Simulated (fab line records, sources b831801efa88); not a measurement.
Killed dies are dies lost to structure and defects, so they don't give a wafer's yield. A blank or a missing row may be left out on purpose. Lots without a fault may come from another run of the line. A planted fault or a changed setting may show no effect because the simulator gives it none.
Which tool did it? | flow sky130 | 12 lots, 36 wafers sampled, at 3 steps of a route of 708

WHAT THE GAUGES READ, wafer by wafer
SKY_CONTACT_THK_MEAS_01.
lot  | measured     | on            | CONTACT_CVD_00_THK (nm)
L796 | day 30 11:23 | film_metro-04 | 72.5 73.3 73.7
L798 | day 31 12:03 | film_metro-03 | 75.3 76.8 74.2
L804 | day 33 13:15 | film_metro-04 | 73.3 74.2 75.9
L806 | day 33 23:26 | film_metro-03 | 73.3 74.7 75.9
L807 | day 34 07:32 | film_metro-04 | 75.1 75.3 75.3
L808 | day 34 17:50 | film_metro-03 | 74.7 76.0 74.2
L809 | day 35 05:58 | film_metro-01 | 74.6 74.0 75.0
L814 | day 36 20:55 | film_metro-03 | 74.5 74.1 76.4
L815 | day 37 00:42 | film_metro-01 | 73.9 73.3 75.7
L816 | day 37 07:14 | film_metro-03 | 74.9 77.1 75.2
L818 | day 37 16:10 | film_metro-01 | 74.0 73.4 75.3
L817 | day 37 18:11 | film_metro-04 | 74.7 75.3 75.9

SKY_METAL1_RS_MEAS_05: measures by four-point-probe.
lot  | measured     | on            | METAL1_ALCU_RS (ohm/sq)
L796 | day 31 17:31 | film_metro-04 | 0.1275 0.1276 0.1292
L798 | day 32 17:11 | film_metro-04 | 0.1276 0.1250 0.1283
L804 | day 34 17:40 | film_metro-04 | 0.1263 0.1269 0.1264
L806 | day 35 03:19 | film_metro-03 | 0.1237 0.1246 0.1243
L807 | day 35 12:41 | film_metro-04 | 0.1257 0.1275 0.1259
L808 | day 35 22:55 | film_metro-02 | 0.1248 0.1249 0.1259
L809 | day 36 10:43 | film_metro-04 | 0.1289 0.1260 0.1284
L814 | day 38 01:34 | film_metro-03 | 0.1245 0.1254 0.1263
L815 | day 38 04:46 | film_metro-04 | 0.1251 0.1281 0.1279
L816 | day 38 10:58 | film_metro-04 | 0.1249 0.1301 0.1250
L818 | day 38 19:03 | film_metro-03 | 0.1249 0.1276 0.1287
L817 | day 38 22:07 | film_metro-04 | 0.1281 0.1277 0.1279

WHICH TOOL RAN EACH LOT (tool, then ch and the chambers of the sampled wafers, then the start)
lot  | SKY_METAL1_SPUTTER_03
L796 | pvd_sputter-01, day 31 17:26
L798 | pvd_sputter-04, day 32 17:06
L804 | pvd_sputter-04, day 34 17:36
L806 | pvd_sputter-02, day 35 03:14
L807 | pvd_sputter-02, day 35 12:36
L808 | pvd_sputter-01, day 35 22:48
L809 | pvd_sputter-04, day 36 10:39
L814 | pvd_sputter-01, day 38 01:28
L815 | pvd_sputter-01, day 38 04:42
L816 | pvd_sputter-04, day 38 10:53
L818 | pvd_sputter-04, day 38 18:59
L817 | pvd_sputter-04, day 38 22:02
- SKY_METAL1_SPUTTER_03: material Ti, target thk 5 nm, time 3.3 s.

WHAT THE TOOLS THEMSELVES READ (means of the sampled wafers that have a number; where no wafer has one, the mark that the record gives instead)
SKY_METAL1_SPUTTER_03.
lot  | tool           | chamber_pressure_pa (Pa) | throttle_valve_pct (%)
L796 | pvd_sputter-01 | 0.3999                   | 31.2
L798 | pvd_sputter-04 | 0.4004                   | 30.0
L804 | pvd_sputter-04 | 0.4005                   | 29.6
L806 | pvd_sputter-02 | 0.4337                   | 30.2
L807 | pvd_sputter-02 | 0.4340                   | 30.2
L808 | pvd_sputter-01 | 0.4003                   | 29.6
L809 | pvd_sputter-04 | 0.4000                   | 29.8
L814 | pvd_sputter-01 | 0.4008                   | 29.5
L815 | pvd_sputter-01 | 0.3998                   | 30.7
L816 | pvd_sputter-04 | 0.4014                   | 30.0
L818 | pvd_sputter-04 | 0.3995                   | 29.0
L817 | pvd_sputter-04 | 0.3998                   | 28.8

THE ANSWER, worked out from the rows above alone
Rule: what is usual is taken from the lots themselves. Put in order of their means at a reading, lots are off if they are a third of the lots or fewer, leave a main group of 4 or more, and stand apart from it by a gap of 3 or more times the standard deviation of the main group's means; of several such gaps the widest counts. A main group whose means are all the same, to the digits that the tables above print for the reading, isn't used. A lot without any number at a reading at which 4 lots or more have one is off too. The other lots that the step has rows for count as sound. The gauges are gone through in route order, then the tools' own readings, and for those a lot's mean is taken as printed above. The first step at which some lot is off is used, and at that step the reading that is off furthest; a lot without a number counts as furthest.
Off: L806, L807, at SKY_METAL1_SPUTTER_03 (chamber_pressure_pa). The main group: mean 0.4002 Pa, standard deviation 0.00054.
A tool fits if, at that step or a process step before it, it ran every lot that is off, and no sound lot after the first of them. One fits: pvd_sputter-02 at SKY_METAL1_SPUTTER_03. It ran no sound lot before its first lot that is off in this sample, so the start can't be narrowed down.
The tool's own readings at SKY_METAL1_SPUTTER_03 bear it out: on the lots that are off they differ by more than 5 times the standard deviation of the sound lots' means. chamber_pressure_pa reads 0.4338 Pa there against 0.4002 Pa on the sound lots.

WHAT THE SIMULATOR HAD PUT IN
Process parameter drift: pvd_sputter-02, from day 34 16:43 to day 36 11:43, at SKY_METAL1_SPUTTER_03. Setting chamber_pressure_pa, moved by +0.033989, from 0.4. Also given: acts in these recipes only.
Lots struck among those shown: L806, L807. The rule above found the same.
